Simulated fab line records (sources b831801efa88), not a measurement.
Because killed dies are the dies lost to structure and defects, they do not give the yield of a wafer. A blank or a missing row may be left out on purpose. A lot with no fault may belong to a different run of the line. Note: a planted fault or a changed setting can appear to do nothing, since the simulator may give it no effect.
fab line records	flow gf180mcu
[record] lots = 13	wafers = 39	lastDay = 36
route steps=602 shown VT_IMPLANT@132 HV_LDD@224 CONTACT@288
lots that met no fault: from a run of the same line without faults
startH: the number of hours between the record's first day and the start of the first shown wafer of the lot	waitH: time in hours since the lot's previous step	" the same as in the row above	L1.1+2: a row that stands for several wafers	- either no value or no given start	* or withheld: withheld	< > ~ a bound
route shown NAME@n: NAME is a module with steps in the file, n the number in the route of the first one	usual: average and standard deviation across the fault-free wafers	same: alike in all rows	chamber/n: place in a boat	sites: per-site readings	_std_site: how widely they spread, as a standard deviation	_edge_site: mean of outer sites minus mean of inner sites	radiusMm: for every site, how far away it sits from the centre of the wafer	mask NAME#n: copy n	behind: the most recent tool/chamber to have shaped the wafer	hold: reason for holding the lot/hours on hold/outcome of the hold	device: names the non-switching transistor (n, p or np)	end of line: tests run on the same wafers once the route is complete	a step with no rows: only its recipe	killed: dies that structure and defects cost at the first sort, which is not the same as the wafer's yield	map: shows each die of a wafer: x if killed, . if not, _ if none is there
set.NAME: setting as actually run; set.NAME@STEP: the setting as run at that earlier step	model.NAME: the simulator's own value behind a step, which no gauge read
the route's steps for a sample of lots (tables are steps, rows are wafers)
services: from which hour (startH, from the record's first day; less than 0 if before it) a tool's chamber was out of use, for how many hours, and why
[[steps]]
[step GF_VT_IMPLANT_STRIP_42]
[recipe] chemistry = O2/N2	powerW = 1400	pressureMtorr = 1500	platenTempC = 250	o2FlowSccm = 3000	n2FlowSccm = 300	overashFraction = 0.5
[usual] drypumpMotorCurrentA = 5.7/0.46	heaterPowerW = 318/33	o2FlowSccm = 3000/8.8	oesProductAu = 0.716/0.0043	stripTimeToEndpointS = 12.62/0.035
lot.wafer	tool	chamber	startH	waitH	drypumpMotorCurrentA	heaterPowerW	o2FlowSccm	oesProductAu	rfHoursCounterH	stripTimeToEndpointS
L962.2	plasmaAsher-01	1	175.45	0.1	5.7	286	2984	0.719	7	12.70
L962.5	"	0	"	"	5.0	336	2986	0.717	-	12.68
L962.6	"	1	"	"	5.7	278	3002	0.722	-	12.71
L963.3	plasmaAsher-01	0	185.34	0.1	4.9	329	2992	0.717	-	12.59
L963.5	"	0	"	"	4.9	327	3002	0.713	-	12.62
L963.6	"	1	"	"	5.7	278	3000	0.713	-	12.61
L964.1	plasmaAsher-01	1	190.60	0.1	5.7	280	2988	0.715	8	12.58
L964.4	"	0	"	"	5.0	331	3006	0.723	-	12.60
L964.6	"	0	"	"	4.9	326	2997	0.716	-	12.64
L965.1	plasmaAsher-01	1	198.76	0.1	5.7	280	3008	0.713	9	12.66
L965.3	"	0	"	"	4.9	330	2993	0.723	-	12.65
L965.5	"	1	"	"	5.7	283	2993	0.712	-	12.62
L967.1	plasmaAsher-04	1	210.95	0.1	5.8	316	2991	0.720	55	12.59
L967.2	"	0	"	"	5.6	376	2991	0.716	55	12.59
L967.6	"	1	"	"	5.8	317	2989	0.719	-	12.57
L970.2	plasmaAsher-04	0	233.95	0.1	5.6	381	2995	0.725	58	12.60
L970.4	"	0	"	"	5.7	383	2988	0.713	-	12.59
L970.6	"	1	"	"	5.8	307	2988	0.716	-	12.58
L972.2	plasmaAsher-01	0	249.68	0.1	4.9	330	3011	0.714	13	12.62
L972.4	"	1	"	"	5.7	283	2990	0.713	-	12.65
L972.6	"	0	"	"	4.9	327	2996	0.718	-	12.62
L978.3	plasmaAsher-04	0	286.71	0.1	5.6	385	2995	0.715	-	12.63
L978.5	"	0	"	"	5.6	371	3000	0.720	-	12.70
L978.6	"	1	"	"	5.8	315	2993	0.722	-	12.65
L980.4	plasmaAsher-04	1	301.71	0.1	5.7	315	3011	0.712	-	12.63
L980.5	"	0	"	"	5.7	374	2999	0.712	-	12.64
L980.6	"	1	"	"	5.8	315	3008	0.709	-	12.67
L982.1	plasmaAsher-03	1	313.41	0.1	6.6	294	3012	0.708	68	12.67
L982.3	"	1	"	"	6.6	294	3017	0.711	-	12.65
L982.4	"	0	"	"	5.8	305	3013	0.712	-	12.67
L983.1	plasmaAsher-04	0	321.08	0.1	5.7	368	2998	0.719	68	12.67
L983.3	"	0	"	"	5.7	382	2995	0.719	-	12.69
L983.4	"	1	"	"	5.8	309	2991	0.716	-	12.64
L984.1	plasmaAsher-01	1	327.83	0.1	5.7	282	3005	0.719	21	12.59
L984.4	"	1	"	"	5.7	277	3015	0.718	-	12.57
L984.6	"	0	"	"	4.9	327	2995	0.719	-	12.56
L985.3	plasmaAsher-04	1	333.79	0.1	5.7	316	2998	0.717	-	12.58
L985.4	"	0	"	"	5.6	374	2995	0.720	-	12.58
L985.5	"	1	"	"	5.7	314	2997	0.714	-	12.53
[step GF_HV_LDD_IMPLANT_48]
[recipe] species = B	energyKev = 25	doseCm2 = 3e+13	tiltDeg = 7
[usual] beamEnergyKeV = 24.998/0.007	beamOnS = 10.00/0.2	faradayCurrentUA = 169/3.3
[same] implantIonAmu = 11
lot.wafer	tool	chamber	startH	waitH	beamEnergyKeV	beamOnS	faradayCurrentUA
L962.2	implanter-02	0	308.35	0.0	25.004	10.08	168
L962.5	"	0	"	"	24.988	9.53	177
L962.6	"	0	"	"	25.007	9.87	171
L963.3	implanter-03	0	321.52	0.1	25.003	10.12	167
L963.5	"	0	"	"	24.998	10.23	165
L963.6	"	0	"	"	25.000	9.89	171
L964.1	implanter-02	0	327.42	0.0	24.999	9.95	170
L964.4	"	0	"	"	25.010	10.06	168
L964.6	"	0	"	"	24.995	10.47	160
L965.1	implanter-02	0	334.72	0.0	24.987	9.54	177
L965.3	"	0	"	"	24.996	10.10	167
L965.5	"	0	"	"	25.007	10.09	167
L967.1	implanter-01	0	351.77	0.0	25.001	10.09	168
L967.2	"	0	"	"	24.995	9.99	168
L967.6	"	0	"	"	24.994	9.57	176
L970.2	implanter-03	0	376.30	0.0	24.996	8.12	208
L970.4	"	0	"	"	25.004	8.31	205
L970.6	"	0	"	"	25.012	8.11	209
L972.2	implanter-03	0	393.64	0.0	24.999	7.93	213
L972.4	"	0	"	"	24.997	8.41	203
L972.6	"	0	"	"	25.005	8.21	207
L978.3	implanter-01	0	436.32	0.1	24.997	9.76	173
L978.5	"	0	"	"	25.001	9.88	171
L978.6	"	0	"	"	24.998	10.15	166
L980.4	implanter-01	0	451.45	0.1	24.990	10.32	165
L980.5	"	0	"	"	25.004	9.96	169
L980.6	"	0	"	"	24.992	9.86	171
L982.1	implanter-02	0	465.02	0.0	25.004	9.88	172
L982.3	"	0	"	"	25.014	10.05	169
L982.4	"	0	"	"	25.008	10.31	163
L983.1	implanter-02	0	473.92	0.0	25.000	9.80	172
L983.3	"	0	"	"	24.984	9.77	172
L983.4	"	0	"	"	24.986	10.21	166
L984.1	implanter-02	0	483.47	0.0	24.994	9.91	171
L984.4	"	0	"	"	25.012	9.60	175
L984.6	"	0	"	"	25.006	9.90	171
L985.3	implanter-01	0	489.27	0.1	24.990	10.25	165
L985.4	"	0	"	"	24.987	9.99	170
L985.5	"	0	"	"	24.992	9.92	170
[step GF_HV_LDD_TW_MEAS_50]
[usual] HV_LDD_4_TW = 563/6.5
lot.wafer	tool	chamber	startH	waitH	HV_LDD_4_TW
L962.2	filmMetro-04	-	308.59	0.1	567
L962.5	"	-	"	"	569
L962.6	"	-	"	"	568
L963.3	filmMetro-02	-	321.74	0.1	557
L963.5	"	-	"	"	560
L963.6	"	-	"	"	561
L964.1	filmMetro-04	-	327.67	0.1	568
L964.4	"	-	"	"	563
L964.6	"	-	"	"	565
L965.1	filmMetro-03	-	334.97	0.1	571
L965.3	"	-	"	"	573
L965.5	"	-	"	"	570
L967.1	filmMetro-02	-	352.02	0.1	556
L967.2	"	-	"	"	557
L967.6	"	-	"	"	556
L970.2	filmMetro-02	-	376.53	0.1	522
L970.4	"	-	"	"	524
L970.6	"	-	"	"	524
L972.2	filmMetro-03	-	393.88	0.1	535
L972.4	"	-	"	"	536
L972.6	"	-	"	"	533
L978.3	filmMetro-04	-	436.54	0.1	568
L978.5	"	-	"	"	568
L978.6	"	-	"	"	565
L980.4	filmMetro-02	-	451.65	0.1	557
L980.5	"	-	"	"	559
L980.6	"	-	"	"	558
L982.1	filmMetro-02	-	465.27	0.1	555
L982.3	"	-	"	"	555
L982.4	"	-	"	"	554
L983.1	filmMetro-02	-	474.17	0.1	552
L983.3	"	-	"	"	555
L983.4	"	-	"	"	557
L984.1	filmMetro-03	-	483.72	0.1	571
L984.4	"	-	"	"	572
L984.6	"	-	"	"	572
L985.3	filmMetro-02	-	489.49	0.1	556
L985.4	"	-	"	"	557
L985.5	"	-	"	"	555
[step GF_CONTACT_THK_MEAS_01]
[recipe] reads = SiO2_of_CONTACT_CVD_00
[usual] CONTACT_CVD_00_THK = 301/3.5
lot.wafer	tool	chamber	startH	waitH	CONTACT_CVD_00_THK[nm]
L962.2	filmMetro-02	-	383.00	0.0	303
L962.5	"	-	"	"	299
L962.6	"	-	"	"	297
L963.3	filmMetro-03	-	395.27	0.0	301
L963.5	"	-	"	"	298
L963.6	"	-	"	"	291
L964.1	filmMetro-02	-	402.15	0.0	301
L964.4	"	-	"	"	297
L964.6	"	-	"	"	302
L965.1	filmMetro-04	-	411.73	0.0	302
L965.3	"	-	"	"	300
L965.5	"	-	"	"	299
L967.1	filmMetro-04	-	427.64	0.0	305
L967.2	"	-	"	"	304
L967.6	"	-	"	"	303
L970.2	filmMetro-03	-	455.04	0.0	304
L970.4	"	-	"	"	304
L970.6	"	-	"	"	301
L972.2	filmMetro-03	-	472.61	0.0	295
L972.4	"	-	"	"	297
L972.6	"	-	"	"	304
L978.3	filmMetro-02	-	516.50	0.0	295
L978.5	"	-	"	"	294
L978.6	"	-	"	"	295
L980.4	filmMetro-02	-	530.84	0.0	298
L980.5	"	-	"	"	299
L980.6	"	-	"	"	298
L982.1	filmMetro-04	-	544.84	0.0	302
L982.3	"	-	"	"	302
L982.4	"	-	"	"	303
L983.1	filmMetro-04	-	553.73	0.0	307
L983.3	"	-	"	"	304
L983.4	"	-	"	"	304
L984.1	filmMetro-02	-	561.96	0.0	303
L984.4	"	-	"	"	296
L984.6	"	-	"	"	302
L985.3	filmMetro-04	-	567.21	0.0	300
L985.4	"	-	"	"	303
L985.5	"	-	"	"	306
[step GF_CONTACT_BOW_MEAS_05]
[recipe] mode = bow
[usual] CONTACT_BOW = 67/7.1
lot.wafer	tool	chamber	startH	waitH	CONTACT_BOW[um]
L962.2	filmMetro-03	-	383.50	0.2	74
L962.5	"	-	"	"	70
L962.6	"	-	"	"	77
L963.3	filmMetro-04	-	395.78	0.3	69
L963.5	"	-	"	"	68
L963.6	"	-	"	"	60
L964.1	filmMetro-04	-	402.64	0.2	67
L964.4	"	-	"	"	67
L964.6	"	-	"	"	71
L965.1	filmMetro-04	-	412.26	0.2	73
L965.3	"	-	"	"	57
L965.5	"	-	"	"	65
L967.1	filmMetro-02	-	428.16	0.1	71
L967.2	"	-	"	"	60
L967.6	"	-	"	"	64
L970.2	filmMetro-04	-	455.54	0.2	71
L970.4	"	-	"	"	76
L970.6	"	-	"	"	58
L972.2	filmMetro-04	-	473.11	0.2	71
L972.4	"	-	"	"	61
L972.6	"	-	"	"	74
L978.3	filmMetro-02	-	517.01	0.3	79
L978.5	"	-	"	"	80
L978.6	"	-	"	"	82
L980.4	filmMetro-04	-	531.36	0.3	75
L980.5	"	-	"	"	62
L980.6	"	-	"	"	77
L982.1	filmMetro-04	-	545.33	0.2	57
L982.3	"	-	"	"	68
L982.4	"	-	"	"	68
L983.1	filmMetro-04	-	554.22	0.2	58
L983.3	"	-	"	"	68
L983.4	"	-	"	"	51
L984.1	filmMetro-02	-	562.45	0.1	62
L984.4	"	-	"	"	62
L984.6	"	-	"	"	66
L985.3	filmMetro-04	-	567.72	0.1	67
L985.4	"	-	"	"	71
L985.5	"	-	"	"	65
[[services]]
tool	chamber	startH	hours	kind
plasmaAsher-03	-	161.03	3.8	repair
implanter-01	-	216.71	3.9	pm
plasmaAsher-01	-	231.00	14.6	pm
implanter-02	-	250.90	2.2	repair
implanter-02	-	292.86	1.0	repair
implanter-01	-	330.37	0.7	repair
implanter-01	-	412.86	3.5	pm
plasmaAsher-03	-	421.25	9.0	pm
plasmaAsher-03	0	421.25	9.0	ventCycle
plasmaAsher-03	1	421.25	9.0	ventCycle
plasmaAsher-03	0	430.25	-	clean
plasmaAsher-03	1	430.25	-	clean
plasmaAsher-01	-	455.26	0.3	repair
implanter-03	-	487.49	3.9	pm
[[key]]
[firstSign] step = GF_HV_LDD_IMPLANT_48	reading = faradayCurrentUA	direction = up	sigmas = 12	usual = 169	struck = 207
[effect] step = GF_HV_LDD_IMPLANT_48	reading = beamOnS	direction = down	sigmas = 9.2	usual = 10.00	struck = 8.18
[effect] step = GF_HV_LDD_TW_MEAS_50	reading = HV_LDD_4_TW	direction = down	sigmas = 5.3	usual = 563	struck = 529
metAt GF_HV_LDD_IMPLANT_48
struckLots L970,L972
testerLeftOut L970,L972
notActingAt GF_VT_IMPLANT_STRIP_42,GF_CONTACT_THK_MEAS_01,GF_CONTACT_BOW_MEAS_05
onsetBetween 321.52 376.30
[fault] kind = processParameterDrift	tool = implanter-03	chamber = -	onsetH = 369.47	steps = GF_HV_LDD_IMPLANT_48	channel = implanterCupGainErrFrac	offset = 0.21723	shape = step	endH = 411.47
// testerLeftOut: of these lots the tester's yield and bins aren't shown, on N5 and GAA mostly nor the transistor test; their killed dies are dies lost to structure and defects alone, not to doping, threshold or leakage, so they don't give the yield
